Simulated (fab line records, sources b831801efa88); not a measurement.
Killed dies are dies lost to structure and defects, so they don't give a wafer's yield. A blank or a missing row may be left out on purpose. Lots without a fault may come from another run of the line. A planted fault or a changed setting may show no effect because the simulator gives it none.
fab line records | flow gf180mcu
record lots=5 wafers=15 last_day=34
route steps=602 shown HV_LDD@183
lots that met no fault: from a run of the same line without faults
start_h: hours from the record's first day to the start of the lot's first wafer shown | wait_h: hours since the lot's step before | " the same as in the row above | L1.1+2: a row that stands for several wafers | - no value, or no start given | * or withheld: withheld | < > ~ a bound
route shown NAME@n: a module of which the file shows steps, and the number in the route of the first | usual: mean/standard deviation of fault-free wafers | same: alike in all rows | chamber/n: place in a boat | sites: the reading at each site | _std_site: their standard deviation | _edge_site: outer sites' mean less inner sites' | radius_mm: how far each site lies from the wafer's centre | mask NAME#n: copy n | behind: the tool/chamber that last shaped the wafer | hold: why the lot was held/for how many hours/how that ended | device: the transistor (n, p or np) that didn't switch | end of line: the same wafers' tests at the end of the route | a step without rows: its recipe alone | killed: dies lost to structure and defects at the first sort, not the wafer's yield | map: a wafer's dies, x killed, . not, _ none there
set.NAME: the setting as run; set.NAME@STEP: as run at that earlier step | model.NAME: the simulator's own value behind a step, which no gauge read
lots at some steps of the route; a table a step, a row a wafer
services: from which hour (start_h, from the record's first day; less than 0 if before it) a tool's chamber was out of use, for how many hours, and why
## steps
# step GF_HV_LDD_CD_MEAS_07
# recipe target_cd_nm=400
# usual cd_nm=400.1/1.9
# columns lot.wafer tool chamber start_h wait_h cd_nm
L078.2 cd_sem-02 - 247.43 0.1 398.0
L078.3 " - " " 400.6
L078.4 " - " " 400.8
L079.2 cd_sem-02 - 251.26 0.1 402.7
L079.3 " - " " 403.4
L079.4 " - " " 402.6
L080.3 cd_sem-01 - 270.91 0.1 400.7
L080.4 " - " " 402.2
L080.6 " - " " 399.6
L086.2 cd_sem-01 - 306.28 0.1 399.3
L086.3 " - " " 398.9
L086.4 " - " " 399.8
L097.1 cd_sem-02 - 383.22 0.1 399.6
L097.5 " - " " 399.6
L097.6 " - " " 402.3
# step GF_HV_LDD_OVL_MEAS_08
# usual HV_LDD_OVL=0.3/1.4
# columns lot.wafer tool chamber start_h wait_h HV_LDD_OVL[nm]
L078.2 overlay-01 - 247.53 0.1 -1.8
L078.3 " - " " -2.3
L078.4 " - " " -3.6
L079.2 overlay-02 - 251.36 0.1 -1.4
L079.3 " - " " -0.9
L079.4 " - " " 0.0
L080.3 overlay-02 - 271.00 0.1 -0.7
L080.4 " - " " 2.1
L080.6 " - " " 0.1
L086.2 overlay-02 - 306.38 0.1 -0.3
L086.3 " - " " -0.6
L086.4 " - " " -0.9
L097.1 overlay-02 - 383.34 0.1 0.4
L097.5 " - " " 0.6
L097.6 " - " " 0.5
# step GF_HV_LDD_IMPLANT_09
# recipe species=As energy_kev=40 dose_cm2=1e+14 tilt_deg=7
# columns lot.wafer tool chamber start_h wait_h
L078.2+3+4 implanter-04 0 247.59 0.0
L079.2+3+4 implanter-03 0 251.42 0.0
L080.3+4+6 implanter-02 0 271.08 0.1
L086.2+3+4 implanter-03 0 306.44 0.0
L097.1+5+6 implanter-02 0 383.37 0.0
# step GF_HV_LDD_STRIP_10
# recipe chemistry=O2/N2 power_w=1400 pressure_mtorr=1500 platen_temp_c=250 o2_flow_sccm=3000 n2_flow_sccm=300 overash_fraction=0.5
# usual drypump_motor_current_A=5.7/0.36 heater_power_w=332/25 oes_product_au=0.716/0.0047 strip_time_to_endpoint_s=12.64/0.035
# columns lot.wafer tool chamber start_h wait_h drypump_motor_current_A heater_power_w oes_product_au rf_hours_counter_h strip_time_to_endpoint_s
L078.2 plasma_asher-01 0 247.71 0.1 6.1 315 0.714 54 12.62
L078.3 " 0 " " 6.1 304 0.711 - 12.62
L078.4 " 1 " " 4.9 291 0.706 - 12.59
L079.2 plasma_asher-01 0 251.54 0.1 6.1 293 0.718 54 12.66
L079.3 " 1 " " 4.9 290 0.717 - 12.67
L079.4 " 0 " " 6.1 312 0.715 - 12.66
L080.3 plasma_asher-02 1 271.21 0.1 5.8 352 0.718 - 12.61
L080.4 " 0 " " 5.5 334 0.709 - 12.60
L080.6 " 0 " " 5.5 338 0.714 - 12.63
L086.2 plasma_asher-02 1 306.56 0.1 5.8 353 0.708 70 12.70
L086.3 " 1 " " 5.8 359 0.707 - 12.67
L086.4 " 0 " " 5.5 339 0.727 - 12.72
L097.1 plasma_asher-04 0 383.52 0.1 5.8 350 0.717 58 12.64
L097.5 " 1 " " 5.7 339 0.713 - 12.67
L097.6 " 0 " " 5.8 357 0.716 - 12.59
# step GF_HV_LDD_TW_MEAS_11
# usual HV_LDD_TW=2409/21
# columns lot.wafer tool chamber start_h wait_h HV_LDD_TW
L078.2 film_metro-02 - 247.82 0.1 2426
L078.3 " - " " 2424
L078.4 " - " " 2424
L079.2 film_metro-02 - 251.65 0.1 2418
L079.3 " - " " 2411
L079.4 " - " " 2406
L080.3 film_metro-02 - 271.30 0.1 2400
L080.4 " - " " 2406
L080.6 " - " " 2413
L086.2 film_metro-02 - 306.67 0.1 2413
L086.3 " - " " 2419
L086.4 " - " " 2421
L097.1 film_metro-02 - 383.62 0.1 2411
L097.5 " - " " 2418
L097.6 " - " " 2416
# step GF_HV_LDD_DEHYDRATE_12
# recipe temp_c=200 time_s=60
# same time_s=60
# columns lot.wafer tool chamber start_h wait_h
L078.2+3+4 litho_track-04 0 256.83 9.0
L079.2+3+4 litho_track-02 0 260.36 8.7
L080.3+4+6 litho_track-04 0 280.96 9.7
L086.2+3+4 litho_track-03 0 316.19 9.5
L097.1+5+6 litho_track-03 0 394.97 11.3
# step GF_HV_LDD_HMDS_13
# recipe prime_time_s=60 prime_temp_c=120
# columns lot.wafer tool chamber start_h wait_h
L078.2+3+4 litho_track-04 0 256.98 0.1
L079.2+3+4 litho_track-02 0 260.51 0.1
L080.3+4+6 litho_track-04 0 281.11 0.1
L086.2+3+4 litho_track-03 0 316.34 0.1
L097.1+5+6 litho_track-03 0 395.12 0.1
# step GF_HV_LDD_COAT_14
# recipe resist=NOVOLAK spin_rpm=3000 resist_thk_nm=1000
# usual dispense_pressure_kPa=47.6/0.72
# columns lot.wafer tool chamber start_h wait_h dispense_pressure_kPa
L078.2 litho_track-04 0 257.13 0.1 47.6
L078.3 " 0 " " 47.5
L078.4 " 0 " " 47.5
L079.2 litho_track-02 0 260.66 0.1 46.6
L079.3 " 0 " " 46.6
L079.4 " 0 " " 46.6
L080.3 litho_track-04 0 281.26 0.1 47.6
L080.4 " 0 " " 47.5
L080.6 " 0 " " 47.6
L086.2 litho_track-03 0 316.49 0.1 48.6
L086.3 " 0 " " 48.7
L086.4 " 0 " " 48.6
L097.1 litho_track-03 0 395.27 0.1 48.5
L097.5 " 0 " " 48.5
L097.6 " 0 " " 48.5
# step GF_HV_LDD_SOFTBAKE_15
# recipe temp_c=90 time_s=60 resist=NOVOLAK
# same time_s=60
# columns lot.wafer tool chamber start_h wait_h
L078.2+3+4 litho_track-04 0 257.28 0.1
L079.2+3+4 litho_track-02 0 260.81 0.1
L080.3+4+6 litho_track-04 0 281.41 0.1
L086.2+3+4 litho_track-03 0 316.64 0.1
L097.1+5+6 litho_track-03 0 395.42 0.1
# step GF_HV_LDD_EXPOSE_16
# recipe mask_id=Pplus_LV_AREA target_cd_nm=400 na=0.6 source_shape=conventional sigma_outer=0.6 dose_mj=140
# usual reticle_temp_C=23.02/0.097
# columns lot.wafer tool chamber start_h wait_h mask reticle_temp_C
L078.2 iline_stepper-02 0 - - Pplus_LV_AREA#0 23.01
L078.3 " 0 " " Pplus_LV_AREA#0 23.08
L078.4 " 0 " " Pplus_LV_AREA#0 23.07
L079.2 iline_stepper-01 0 - - Pplus_LV_AREA#0 22.97
L079.3 " 0 " " Pplus_LV_AREA#0 22.97
L079.4 " 0 " " Pplus_LV_AREA#0 23.02
L080.3 iline_stepper-02 0 - - Pplus_LV_AREA#0 22.87
L080.4 " 0 " " Pplus_LV_AREA#0 22.99
L080.6 " 0 " " Pplus_LV_AREA#0 22.85
L086.2 iline_stepper-01 0 - - Pplus_LV_AREA#0 22.82
L086.3 " 0 " " Pplus_LV_AREA#0 22.94
L086.4 " 0 " " Pplus_LV_AREA#0 22.94
L097.1 iline_stepper-01 0 - - Pplus_LV_AREA#0 22.84
L097.5 " 0 " " Pplus_LV_AREA#0 22.86
L097.6 " 0 " " Pplus_LV_AREA#0 22.98
# step GF_HV_LDD_PEB_17
# recipe temp_c=withheld time_s=* resist=NOVOLAK
# same time_s=*
# columns lot.wafer tool chamber start_h wait_h
L078.2+3+4 litho_track-02 0 - -
L079.2+3+4 litho_track-04 0 - -
L080.3+4+6 litho_track-04 0 - -
L086.2+3+4 litho_track-03 0 - -
L097.1+5+6 litho_track-02 0 - -
# step GF_HV_LDD_DEVELOP_18
# recipe develop_time_s=60 dev_temp_c=23
# usual developer_temp_C=22.96/0.11
# columns lot.wafer tool chamber start_h wait_h developer_temp_C
L078.2 litho_track-02 0 266.41 0.1 22.94
L078.3 " 0 " " 23.08
L078.4 " 0 " " 23.09
L079.2 litho_track-04 0 270.43 0.1 22.99
L079.3 " 0 " " 22.83
L079.4 " 0 " " 22.98
L080.3 litho_track-04 0 290.61 0.1 23.01
L080.4 " 0 " " 22.98
L080.6 " 0 " " 22.92
L086.2 litho_track-03 0 327.04 0.1 23.18
L086.3 " 0 " " 22.96
L086.4 " 0 " " 23.03
L097.1 litho_track-02 0 407.14 0.1 22.87
L097.5 " 0 " " 22.99
L097.6 " 0 " " 22.91
# step GF_HV_LDD_CD_MEAS_19
# recipe target_cd_nm=400
# usual cd_nm=400.2/2.3
# columns lot.wafer tool chamber start_h wait_h cd_nm
L078.2 cd_sem-01 - 266.56 0.1 401.1
L078.3 " - " " 398.8
L078.4 " - " " 401.7
L079.2 cd_sem-01 - 270.58 0.1 394.4
L079.3 " - " " 396.6
L079.4 " - " " 394.7
L080.3 cd_sem-01 - 290.75 0.1 404.6
L080.4 " - " " 403.0
L080.6 " - " " 403.2
L086.2 cd_sem-02 - 327.19 0.1 400.8
L086.3 " - " " 402.6
L086.4 " - " " 401.8
L097.1 cd_sem-02 - 407.29 0.1 396.7
L097.5 " - " " 397.7
L097.6 " - " " 397.9
# step GF_HV_LDD_OVL_MEAS_20
# usual HV_LDD_01_OVL=1.3/1.5
# columns lot.wafer tool chamber start_h wait_h HV_LDD_01_OVL[nm]
L078.2 overlay-02 - 266.66 0.1 1.5
L078.3 " - " " 1.8
L078.4 " - " " -0.4
L079.2 overlay-01 - 270.68 0.1 2.7
L079.3 " - " " 2.2
L079.4 " - " " -0.1
L080.3 overlay-01 - 290.84 0.1 -0.9
L080.4 " - " " 0.7
L080.6 " - " " 1.7
L086.2 overlay-02 - 327.29 0.1 1.2
L086.3 " - " " 0.6
L086.4 " - " " 0.0
L097.1 overlay-01 - 407.41 0.1 3.1
L097.5 " - " " 4.2
L097.6 " - " " 3.7
# step GF_HV_LDD_IMPLANT_21
# recipe species=BF2 energy_kev=25 dose_cm2=5e+13 tilt_deg=7
# columns lot.wafer tool chamber start_h wait_h
L078.2+3+4 implanter-02 0 266.72 0.0
L079.2+3+4 implanter-03 0 270.74 0.0
L080.3+4+6 implanter-02 0 290.91 0.1
L086.2+3+4 implanter-02 0 327.35 0.0
L097.1+5+6 implanter-04 0 407.44 0.0
# step GF_HV_LDD_STRIP_22
# recipe chemistry=O2/N2 power_w=1400 pressure_mtorr=1500 platen_temp_c=250 o2_flow_sccm=3000 n2_flow_sccm=300 overash_fraction=0.5
# usual drypump_motor_current_A=5.7/0.36 heater_power_w=333/25 oes_product_au=0.716/0.0045 strip_time_to_endpoint_s=12.61/0.041
# columns lot.wafer tool chamber start_h wait_h drypump_motor_current_A heater_power_w oes_product_au rf_hours_counter_h strip_time_to_endpoint_s
L078.2 plasma_asher-01 0 266.84 0.1 6.2 305 0.721 56 12.59
L078.3 " 0 " " 6.1 306 0.716 - 12.67
L078.4 " 1 " " 4.9 288 0.716 - 12.63
L079.2 plasma_asher-02 1 270.86 0.1 5.8 348 0.717 67 12.68
L079.3 " 0 " " 5.5 340 0.716 - 12.61
L079.4 " 1 " " 5.8 349 0.716 - 12.62
L080.3 plasma_asher-04 0 291.04 0.1 5.8 351 0.714 - 12.60
L080.4 " 1 " " 5.7 346 0.716 - 12.61
L080.6 " 0 " " 5.8 349 0.716 - 12.57
L086.2 plasma_asher-04 1 327.47 0.1 5.7 343 0.708 52 12.55
L086.3 " 0 " " 5.8 353 0.708 - 12.58
L086.4 " 1 " " 5.7 344 0.724 - 12.55
L097.1 plasma_asher-02 1 407.59 0.1 5.8 356 0.712 81 12.56
L097.5 " 0 " " 5.5 342 0.716 - 12.58
L097.6 " 1 " " 5.8 354 0.718 - 12.57
# step GF_HV_LDD_TW_MEAS_23
# usual HV_LDD_2_TW=1054/8.9
# columns lot.wafer tool chamber start_h wait_h HV_LDD_2_TW
L078.2 film_metro-01 - 266.95 0.1 1069
L078.3 " - " " 1066
L078.4 " - " " 1066
L079.2 film_metro-01 - 270.97 0.1 1072
L079.3 " - " " 1075
L079.4 " - " " 1070
L080.3 film_metro-02 - 291.13 0.1 1057
L080.4 " - " " 1061
L080.6 " - " " 1064
L086.2 film_metro-02 - 327.58 0.1 1048
L086.3 " - " " 1047
L086.4 " - " " 1053
L097.1 film_metro-02 - 407.69 0.1 1056
L097.5 " - " " 1053
L097.6 " - " " 1050
# step GF_HV_LDD_DEHYDRATE_24
# recipe temp_c=200 time_s=60
# same time_s=60
# columns lot.wafer tool chamber start_h wait_h
L078.2+3+4 litho_track-03 0 276.04 9.1
L079.2+3+4 litho_track-03 0 280.29 9.3
L080.3+4+6 litho_track-03 0 300.37 9.2
L086.2+3+4 litho_track-04 0 337.73 10.1
L097.1+5+6 litho_track-03 0 419.22 11.5
# step GF_HV_LDD_HMDS_25
# recipe prime_time_s=60 prime_temp_c=120
# columns lot.wafer tool chamber start_h wait_h
L078.2+3+4 litho_track-03 0 276.19 0.1
L079.2+3+4 litho_track-03 0 280.44 0.1
L080.3+4+6 litho_track-03 0 300.52 0.1
L086.2+3+4 litho_track-04 0 337.88 0.1
L097.1+5+6 litho_track-03 0 419.37 0.1
# step GF_HV_LDD_COAT_26
# recipe resist=NOVOLAK spin_rpm=3000 resist_thk_nm=1000
# usual dispense_pressure_kPa=47.9/0.82
# columns lot.wafer tool chamber start_h wait_h dispense_pressure_kPa
L078.2 litho_track-03 0 276.34 0.1 48.6
L078.3 " 0 " " 48.7
L078.4 " 0 " " 48.7
L079.2 litho_track-03 0 280.59 0.1 48.6
L079.3 " 0 " " 48.7
L079.4 " 0 " " 48.6
L080.3 litho_track-03 0 300.67 0.1 48.6
L080.4 " 0 " " 48.6
L080.6 " 0 " " 48.6
L086.2 litho_track-04 0 338.03 0.1 47.6
L086.3 " 0 " " 47.6
L086.4 " 0 " " 47.5
L097.1 litho_track-03 0 419.52 0.1 48.5
L097.5 " 0 " " 48.5
L097.6 " 0 " " 48.6
# step GF_HV_LDD_SOFTBAKE_27
# recipe temp_c=90 time_s=60 resist=NOVOLAK
# same time_s=60
# columns lot.wafer tool chamber start_h wait_h
L078.2+3+4 litho_track-03 0 276.49 0.1
L079.2+3+4 litho_track-03 0 280.74 0.1
L080.3+4+6 litho_track-03 0 300.82 0.1
L086.2+3+4 litho_track-04 0 338.18 0.1
L097.1+5+6 litho_track-03 0 419.67 0.1
# step GF_HV_LDD_EXPOSE_28
# recipe mask_id=Nplus_HV_AREA target_cd_nm=400 na=0.6 source_shape=conventional sigma_outer=0.6 dose_mj=140
# usual reticle_temp_C=22.99/0.1
# columns lot.wafer tool chamber start_h wait_h mask reticle_temp_C
L078.2 iline_stepper-01 0 - - Nplus_HV_AREA#0 22.99
L078.3 " 0 " " Nplus_HV_AREA#0 22.94
L078.4 " 0 " " Nplus_HV_AREA#0 23.05
L079.2 iline_stepper-01 0 - - Nplus_HV_AREA#0 23.02
L079.3 " 0 " " Nplus_HV_AREA#0 23.05
L079.4 " 0 " " Nplus_HV_AREA#0 23.05
L080.3 iline_stepper-01 0 - - Nplus_HV_AREA#0 22.93
L080.4 " 0 " " Nplus_HV_AREA#0 22.90
L080.6 " 0 " " Nplus_HV_AREA#0 22.98
L086.2 iline_stepper-01 0 - - Nplus_HV_AREA#0 23.16
L086.3 " 0 " " Nplus_HV_AREA#0 23.13
L086.4 " 0 " " Nplus_HV_AREA#0 23.13
L097.1 iline_stepper-02 0 - - Nplus_HV_AREA#0 23.11
L097.5 " 0 " " Nplus_HV_AREA#0 22.98
L097.6 " 0 " " Nplus_HV_AREA#0 23.14
# step GF_HV_LDD_PEB_29
# recipe temp_c=withheld time_s=* resist=NOVOLAK
# same time_s=*
# columns lot.wafer tool chamber start_h wait_h
L078.2+3+4 litho_track-03 0 - -
L079.2+3+4 litho_track-02 0 - -
L080.3+4+6 litho_track-02 0 - -
L086.2+3+4 litho_track-03 0 - -
L097.1+5+6 litho_track-02 0 - -
# step GF_HV_LDD_DEVELOP_30
# recipe develop_time_s=60 dev_temp_c=23
# usual developer_temp_C=23.03/0.11
# columns lot.wafer tool chamber start_h wait_h developer_temp_C
L078.2 litho_track-03 0 285.69 0.1 22.95
L078.3 " 0 " " 23.04
L078.4 " 0 " " 22.71
L079.2 litho_track-02 0 289.71 0.1 23.26
L079.3 " 0 " " 23.05
L079.4 " 0 " " 23.19
L080.3 litho_track-02 0 310.94 0.1 22.97
L080.4 " 0 " " 23.19
L080.6 " 0 " " 23.07
L086.2 litho_track-03 0 348.84 0.1 22.98
L086.3 " 0 " " 23.28
L086.4 " 0 " " 23.11
L097.1 litho_track-02 0 431.44 0.1 23.01
L097.5 " 0 " " 23.03
L097.6 " 0 " " 23.10
# step GF_HV_LDD_CD_MEAS_31
# recipe target_cd_nm=400
# usual cd_nm=400.2/2
# columns lot.wafer tool chamber start_h wait_h cd_nm
L078.2 cd_sem-01 - 285.84 0.1 400.8
L078.3 " - " " 405.6
L078.4 " - " " 398.3
L079.2 cd_sem-01 - 289.86 0.1 402.2
L079.3 " - " " 402.8
L079.4 " - " " 400.5
L080.3 cd_sem-01 - 311.08 0.1 399.0
L080.4 " - " " 399.4
L080.6 " - " " 399.7
L086.2 cd_sem-01 - 348.99 0.1 399.7
L086.3 " - " " 397.7
L086.4 " - " " 398.4
L097.1 cd_sem-01 - 431.59 0.1 397.4
L097.5 " - " " 400.2
L097.6 " - " " 397.2
# step GF_HV_LDD_OVL_MEAS_32
# usual HV_LDD_02_OVL=0.1/1.5
# columns lot.wafer tool chamber start_h wait_h HV_LDD_02_OVL[nm]
L078.2 overlay-01 - 285.95 0.1 2.2
L078.3 " - " " 0.0
L078.4 " - " " 2.0
L079.2 overlay-02 - 289.96 0.1 -1.6
L079.3 " - " " 2.0
L079.4 " - " " 2.1
L080.3 overlay-02 - 311.17 0.1 -2.3
L080.4 " - " " -1.0
L080.6 " - " " -1.9
L086.2 overlay-02 - 349.09 0.1 0.2
L086.3 " - " " 2.1
L086.4 " - " " 0.4
L097.1 overlay-02 - 431.71 0.1 1.1
L097.5 " - " " 4.3
L097.6 " - " " 1.2
# step GF_HV_LDD_IMPLANT_33
# recipe species=P energy_kev=60 dose_cm2=7.5e+12 tilt_deg=30 rotation_deg=0
# columns lot.wafer tool chamber start_h wait_h
L078.2+3+4 implanter-03 0 286.00 0.0
L079.2+3+4 implanter-03 0 290.02 0.0
L080.3+4+6 implanter-04 0 311.24 0.1
L086.2+3+4 implanter-03 0 349.15 0.0
L097.1+5+6 implanter-02 0 431.74 0.0
# step GF_HV_LDD_IMPLANT_34
# recipe species=P energy_kev=60 dose_cm2=7.5e+12 tilt_deg=30 rotation_deg=90
# columns lot.wafer tool chamber start_h wait_h
L078.2+3+4 implanter-03 0 286.15 0.1
L079.2+3+4 implanter-03 0 290.17 0.1
L080.3+4+6 implanter-04 0 311.39 0.1
L086.2+3+4 implanter-03 0 349.30 0.1
L097.1+5+6 implanter-02 0 431.89 0.1
# step GF_HV_LDD_IMPLANT_35
# recipe species=P energy_kev=60 dose_cm2=7.5e+12 tilt_deg=30 rotation_deg=180
# columns lot.wafer tool chamber start_h wait_h
L078.2+3+4 implanter-03 0 286.30 0.1
L079.2+3+4 implanter-03 0 290.32 0.1
L080.3+4+6 implanter-04 0 311.54 0.1
L086.2+3+4 implanter-03 0 349.45 0.1
L097.1+5+6 implanter-02 0 432.04 0.1
# step GF_HV_LDD_IMPLANT_36
# recipe species=P energy_kev=60 dose_cm2=7.5e+12 tilt_deg=30 rotation_deg=270
# columns lot.wafer tool chamber start_h wait_h
L078.2+3+4 implanter-03 0 286.45 0.1
L079.2+3+4 implanter-03 0 290.47 0.1
L080.3+4+6 implanter-04 0 311.69 0.1
L086.2+3+4 implanter-03 0 349.60 0.1
L097.1+5+6 implanter-02 0 432.19 0.1
# step GF_HV_LDD_STRIP_37
# recipe chemistry=O2/N2 power_w=1400 pressure_mtorr=1500 platen_temp_c=250 o2_flow_sccm=3000 n2_flow_sccm=300 overash_fraction=0.5
# usual drypump_motor_current_A=5.7/0.34 heater_power_w=335/24 oes_product_au=0.716/0.0047 strip_time_to_endpoint_s=12.64/0.039
# columns lot.wafer tool chamber start_h wait_h drypump_motor_current_A heater_power_w oes_product_au rf_hours_counter_h strip_time_to_endpoint_s
L078.2 plasma_asher-01 1 286.58 0.1 4.9 283 0.718 58 12.63
L078.3 " 0 " " 6.1 309 0.707 - 12.66
L078.4 " 1 " " 4.9 287 0.717 - 12.67
L079.2 plasma_asher-01 0 290.59 0.1 6.1 299 0.713 59 12.67
L079.3 " 1 " " 4.9 283 0.721 - 12.65
L079.4 " 0 " " 6.1 296 0.718 - 12.60
L080.3 plasma_asher-01 0 311.83 0.1 6.1 309 0.715 - 12.59
L080.4 " 1 " " 4.9 283 0.719 - 12.59
L080.6 " 0 " " 6.1 315 0.710 - 12.62
L086.2 plasma_asher-01 0 349.72 0.1 6.1 311 0.711 65 12.60
L086.3 " 0 " " 6.1 305 0.720 - 12.64
L086.4 " 1 " " 4.9 295 0.712 - 12.62
L097.1 plasma_asher-02 1 432.34 0.1 5.8 349 0.709 84 12.59
L097.5 " 1 " " 5.8 354 0.707 - 12.57
L097.6 " 0 " " 5.5 341 0.714 - 12.60
# step GF_HV_LDD_TW_MEAS_38
# usual HV_LDD_3_TW=1438/12
# columns lot.wafer tool chamber start_h wait_h HV_LDD_3_TW
L078.2 film_metro-01 - 286.69 0.1 1451
L078.3 " - " " 1458
L078.4 " - " " 1453
L079.2 film_metro-01 - 290.70 0.1 1448
L079.3 " - " " 1440
L079.4 " - " " 1441
L080.3 film_metro-02 - 311.91 0.1 1439
L080.4 " - " " 1436
L080.6 " - " " 1445
L086.2 film_metro-02 - 349.83 0.1 1434
L086.3 " - " " 1436
L086.4 " - " " 1443
L097.1 film_metro-01 - 432.44 0.1 1448
L097.5 " - " " 1450
L097.6 " - " " 1447
# step GF_HV_LDD_DEHYDRATE_39
# recipe temp_c=200 time_s=60
# same time_s=60
# columns lot.wafer tool chamber start_h wait_h
L078.2+3+4 litho_track-03 0 295.54 8.8
L079.2+3+4 litho_track-02 0 299.91 9.2
L080.3+4+6 litho_track-02 0 321.44 9.5
L086.2+3+4 litho_track-03 0 359.79 9.9
L097.1+5+6 litho_track-03 0 443.62 11.2
# step GF_HV_LDD_HMDS_40
# recipe prime_time_s=60 prime_temp_c=120
# columns lot.wafer tool chamber start_h wait_h
L078.2+3+4 litho_track-03 0 295.69 0.1
L079.2+3+4 litho_track-02 0 300.06 0.1
L080.3+4+6 litho_track-02 0 321.59 0.1
L086.2+3+4 litho_track-03 0 359.94 0.1
L097.1+5+6 litho_track-03 0 443.77 0.1
# step GF_HV_LDD_COAT_41
# recipe resist=NOVOLAK spin_rpm=3000 resist_thk_nm=1000
# usual dispense_pressure_kPa=47.5/0.81
# columns lot.wafer tool chamber start_h wait_h dispense_pressure_kPa
L078.2 litho_track-03 0 295.84 0.1 48.6
L078.3 " 0 " " 48.7
L078.4 " 0 " " 48.7
L079.2 litho_track-02 0 300.21 0.1 46.6
L079.3 " 0 " " 46.6
L079.4 " 0 " " 46.7
L080.3 litho_track-02 0 321.74 0.1 46.7
L080.4 " 0 " " 46.6
L080.6 " 0 " " 46.6
L086.2 litho_track-03 0 360.09 0.1 48.6
L086.3 " 0 " " 48.6
L086.4 " 0 " " 48.6
L097.1 litho_track-03 0 443.92 0.1 48.6
L097.5 " 0 " " 48.6
L097.6 " 0 " " 48.5
# step GF_HV_LDD_SOFTBAKE_42
# recipe temp_c=90 time_s=60 resist=NOVOLAK
# same time_s=60
# columns lot.wafer tool chamber start_h wait_h
L078.2+3+4 litho_track-03 0 295.99 0.1
L079.2+3+4 litho_track-02 0 300.36 0.1
L080.3+4+6 litho_track-02 0 321.89 0.1
L086.2+3+4 litho_track-03 0 360.24 0.1
L097.1+5+6 litho_track-03 0 444.07 0.1
# step GF_HV_LDD_EXPOSE_43
# recipe mask_id=Pplus_HV_AREA target_cd_nm=400 na=0.6 source_shape=conventional sigma_outer=0.6 dose_mj=140
# usual reticle_temp_C=23.01/0.089
# columns lot.wafer tool chamber start_h wait_h mask reticle_temp_C
L078.2 iline_stepper-02 0 - - Pplus_HV_AREA#0 22.96
L078.3 " 0 " " Pplus_HV_AREA#0 23.09
L078.4 " 0 " " Pplus_HV_AREA#0 23.23
L079.2 iline_stepper-02 0 - - Pplus_HV_AREA#0 22.96
L079.3 " 0 " " Pplus_HV_AREA#0 23.08
L079.4 " 0 " " Pplus_HV_AREA#0 22.98
L080.3 iline_stepper-02 0 - - Pplus_HV_AREA#0 22.94
L080.4 " 0 " " Pplus_HV_AREA#0 22.99
L080.6 " 0 " " Pplus_HV_AREA#0 23.07
L086.2 iline_stepper-02 0 - - Pplus_HV_AREA#0 22.99
L086.3 " 0 " " Pplus_HV_AREA#0 23.05
L086.4 " 0 " " Pplus_HV_AREA#0 23.05
L097.1 iline_stepper-01 0 - - Pplus_HV_AREA#0 22.88
L097.5 " 0 " " Pplus_HV_AREA#0 23.13
L097.6 " 0 " " Pplus_HV_AREA#0 23.03
# step GF_HV_LDD_PEB_44
# recipe temp_c=withheld time_s=* resist=NOVOLAK
# same time_s=*
# columns lot.wafer tool chamber start_h wait_h
L078.2+3+4 litho_track-02 0 - -
L079.2+3+4 litho_track-04 0 - -
L080.3+4+6 litho_track-03 0 - -
L086.2+3+4 litho_track-04 0 - -
L097.1+5+6 litho_track-02 0 - -
# step GF_HV_LDD_DEVELOP_45
# recipe develop_time_s=60 dev_temp_c=23
# usual developer_temp_C=23.00/0.11
# columns lot.wafer tool chamber start_h wait_h developer_temp_C
L078.2 litho_track-02 0 305.71 0.1 23.12
L078.3 " 0 " " 23.00
L078.4 " 0 " " 22.94
L079.2 litho_track-04 0 310.23 0.1 23.14
L079.3 " 0 " " 23.12
L079.4 " 0 " " 23.01
L080.3 litho_track-03 0 331.82 0.1 22.95
L080.4 " 0 " " 22.96
L080.6 " 0 " " 23.01
L086.2 litho_track-04 0 371.93 0.1 23.02
L086.3 " 0 " " 23.01
L086.4 " 0 " " 22.87
L097.1 litho_track-02 0 456.23 0.1 22.97
L097.5 " 0 " " 22.92
L097.6 " 0 " " 23.16
# step GF_HV_LDD_CD_MEAS_46
# recipe target_cd_nm=400
# usual cd_nm=399.7/2.6
# columns lot.wafer tool chamber start_h wait_h cd_nm
L078.2 cd_sem-01 - 305.92 0.2 398.0
L078.3 " - " " 397.3
L078.4 " - " " 397.3
L079.2 cd_sem-01 - 310.38 0.1 398.2
L079.3 " - " " 401.4
L079.4 " - " " 398.2
L080.3 cd_sem-01 - 331.96 0.1 396.9
L080.4 " - " " 397.0
L080.6 " - " " 397.0
L086.2 cd_sem-01 - 372.07 0.1 401.0
L086.3 " - " " 402.8
L086.4 " - " " 402.6
L097.1 cd_sem-02 - 456.38 0.1 392.8
L097.5 " - " " 394.5
L097.6 " - " " 396.4
# step GF_HV_LDD_OVL_MEAS_47
# usual HV_LDD_03_OVL=0.6/1.5
# columns lot.wafer tool chamber start_h wait_h HV_LDD_03_OVL[nm]
L078.2 overlay-02 - 306.02 0.1 2.2
L078.3 " - " " 0.3
L078.4 " - " " -1.0
L079.2 overlay-01 - 310.48 0.1 -1.4
L079.3 " - " " -0.4
L079.4 " - " " -0.7
L080.3 overlay-01 - 332.05 0.1 0.6
L080.4 " - " " 1.7
L080.6 " - " " 1.7
L086.2 overlay-01 - 372.18 0.1 -1.0
L086.3 " - " " -2.2
L086.4 " - " " -0.6
L097.1 overlay-02 - 456.54 0.1 -0.1
L097.5 " - " " 1.2
L097.6 " - " " -1.5
# step GF_HV_LDD_IMPLANT_48
# recipe species=B energy_kev=25 dose_cm2=3e+13 tilt_deg=7
# columns lot.wafer tool chamber start_h wait_h
L078.2+3+4 implanter-02 0 306.08 0.0
L079.2+3+4 implanter-03 0 310.54 0.0
L080.3+4+6 implanter-02 0 332.12 0.1
L086.2+3+4 implanter-04 0 372.24 0.0
L097.1+5+6 implanter-03 0 456.57 0.0
## services
# columns tool chamber start_h hours kind
plasma_asher-04 - 229.74 13.0 repair
iline_stepper-01 0 235.09 - calibration
plasma_asher-04 - 235.59 4.3 repair
implanter-04 - 266.01 5.2 repair
plasma_asher-04 - 278.03 2.8 pm
implanter-02 - 299.33 6.2 pm
implanter-02 - 307.08 4.4 pm
plasma_asher-04 - 316.36 0.8 repair
iline_stepper-02 - 324.31 1.7 pm
iline_stepper-01 - 327.49 1.7 pm
iline_stepper-02 0 358.46 - calibration
plasma_asher-01 - 360.63 14.6 pm
plasma_asher-02 - 361.33 1.0 repair
implanter-03 - 370.95 4.0 pm
iline_stepper-01 - 384.50 1.6 repair
plasma_asher-04 - 389.03 1.6 repair
litho_track-04 - 396.96 - consumable_replace:filter
plasma_asher-01 - 421.25 9.0 pm
plasma_asher-01 0 421.25 9.0 vent_cycle
plasma_asher-01 1 421.25 9.0 vent_cycle
plasma_asher-01 0 430.25 - clean
plasma_asher-01 1 430.25 - clean
implanter-03 - 434.61 4.1 pm
iline_stepper-01 0 450.10 - calibration
## key
fault none
